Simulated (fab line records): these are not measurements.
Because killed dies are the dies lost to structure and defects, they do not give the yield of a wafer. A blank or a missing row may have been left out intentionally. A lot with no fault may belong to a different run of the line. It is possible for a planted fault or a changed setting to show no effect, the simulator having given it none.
Matching of chambers | flow gf180mcu | rie diel-02 running GF_M5_ETCH_09: 4 sister chambers
The step etches Si3N4 in CF4/O2, target depth 52 nm, time 11.6 s. 8 wafers are shown with their chamber, then 11 later ones without.

## EACH WAFER AND ITS CHAMBER
wafer  | chamber | drypump motor current A (A) | oes product au (a.u.)
L076.3 | 0       | 5.0                         | 1.001
L083.6 | 0       | 5.0                         | 1.001
L086.3 | 1       | 5.5                         | 0.998
L086.5 | 3       | 5.9                         | 1.010
L087.2 | 2       | 5.8                         | 1.004
L087.5 | 2       | 5.8                         | 0.989
L087.6 | 3       | 5.9                         | 1.015
L089.4 | 1       | 5.6                         | 0.998

## WAFERS WITH NO CHAMBER GIVEN
wafer  | drypump motor current A (A) | oes product au (a.u.)
L089.5 | 5.9                         | 1.023
L089.6 | 5.0                         | 1.001
L091.1 | 5.8                         | 0.988
L091.2 | 5.9                         | 1.005
L091.6 | 5.9                         | 1.005
L095.1 | 5.9                         | 1.003
L095.3 | 5.6                         | 1.001
L095.6 | 5.0                         | 0.993
L097.2 | 5.0                         | 1.005
L097.3 | 5.9                         | 1.005
L097.5 | 5.9                         | 1.013

## THE CHAMBER EACH PASSED THROUGH
wafer  | from the rows above     | in truth
L089.5 | 3                       | 3
L089.6 | 0                       | 0
L091.1 | 2                       | 2
L091.2 | can't be placed: 3 or 2 | 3
L091.6 | can't be placed: 3 or 2 | 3
L095.1 | can't be placed: 3 or 2 | 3
L095.3 | 1                       | 1
L095.6 | 0                       | 0
L097.2 | 0                       | 0
L097.3 | can't be placed: 3 or 2 | 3
L097.5 | 3                       | 3
7 of 11 placed correctly. Can't be placed from these rows: 4 (the true chamber is among the candidates in 4). Number placed wrongly: 0.
How it was worked out, from the rows above alone: a wafer's distance from a chamber is the root of the sum, over the readings, of the square of ((its reading less the chamber's mean) divided by the reading's scatter). If the next closest chamber is less than 2 further off than the closest, the wafer can't be placed; otherwise it belongs to the closest. Each chamber's mean is taken over the wafers shown for it. The scatter: the root of (the sum of the squares of (reading less its chamber's mean) over the shown wafers, divided by (wafers less chambers)).
